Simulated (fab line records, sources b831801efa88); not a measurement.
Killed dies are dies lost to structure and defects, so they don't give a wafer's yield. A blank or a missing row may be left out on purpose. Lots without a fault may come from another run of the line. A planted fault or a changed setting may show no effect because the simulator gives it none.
One fault seen from 2 desks | flow sky130 | each desk has only its own numbers; what lay behind them comes last

THE METROLOGY DESK
What the gauges read, lot by lot, whatever tool the lot ran on: means of the sampled wafers that have a number. A lot is out of limits, marked OUT, if its mean lies more than 4 standard deviations from the usual mean; the brackets give that distance.
Columns: A = VIA1_HDPCVD_THK at SKY_VIA1_THK_MEAS_01, usual 1030 nm; B = METAL2_ALCU_RS at SKY_METAL2_RS_MEAS_05, usual 0.1268 ohm/sq
lot  | first seen here | A    | B
L570 | day 33 07:29    | 1038 | 0.1292
L571 | day 33 16:53    | 1030 | 0.1264
L573 | day 34 11:13    | 1042 | 0.1266
L574 | day 35 00:52    | 1038 | 0.1259
L575 | day 35 01:14    | 1024 | 0.1262
L576 | day 35 02:46    | 1047 | 0.1267
L585 | day 38 04:52    | 1026 | 0.1300
L587 | day 38 18:22    | 1022 | 0.1273
L588 | day 39 02:29    | 1018 | 0.1271
L590 | day 39 18:30    | 1032 | 0.1271
L591 | day 40 00:07    | 1018 | 0.1274
L592 | day 40 00:47    | 1037 | 0.1270
This desk's finding: nothing out of limits on any of the 12 lots.

THE TOOL OWNER'S DESK: rie_diel-01
The tool's own readings at SKY_VIA1_ETCH_14 (etches BARC in N2/H2, stops on SiO2, time 45.9 s, target depth 60 nm): means of the sampled wafers that have a number, for each lot that ran on this tool. A lot is out of limits, marked OUT, if its mean lies more than 4 standard deviations from the usual mean; the brackets give that distance.
Columns: A = drypump_motor_current_A at SKY_VIA1_ETCH_14, usual 5.9 A; B = oes_product_au at SKY_VIA1_ETCH_14, usual 0.855 a.u.; C = rf_fwd_power_W at SKY_VIA1_ETCH_14, usual 495.5 W; D = throttle_valve_pct at SKY_VIA1_ETCH_14, usual 13.225 %
lot  | first seen here | A   | B     | C               | D
L573 | day 35 14:01    | 5.8 | 0.855 | 496.7           | 13.230
L574 | day 36 03:14    | 5.9 | 0.851 | 416.2 (-38) OUT | 13.220
L575 | day 36 04:11    | 5.4 | 0.853 | 415.4 (-38) OUT | 13.225
L576 | day 36 06:02    | 5.7 | 0.856 | 415.4 (-38) OUT | 13.222
L587 | day 39 19:41    | 6.0 | 0.861 | 495.7           | 13.220
L588 | day 40 03:56    | 5.8 | 0.855 | 496.7           | 13.234
L592 | day 41 02:34    | 5.7 | 0.857 | 495.2           | 13.220
This desk's finding: out of limits on L574, L575, L576; first on L574, day 36 03:14 (rf_fwd_power_W at SKY_VIA1_ETCH_14). In limits: L573, L587, L588, L592.

PUT TOGETHER
The tool owner's desk could have raised an alarm at day 36 03:14, on L574, L575, L576.
The metrology desk saw nothing out of limits.
The metrology desk has L574, L575, L576 on record, within its limits.
Of the lots named, all ran SKY_VIA1_ETCH_14 on rie_diel-01.

WHAT THE SIMULATOR HAD PUT IN
Process parameter drift: rie_diel-01, from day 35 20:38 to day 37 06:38, at SKY_VIA1_ETCH_14. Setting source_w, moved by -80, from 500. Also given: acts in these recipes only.
Lots struck among those shown: L574, L575, L576.
Hours from the fault's start to each desk's first reading out of limits: the tool owner's desk, 7.
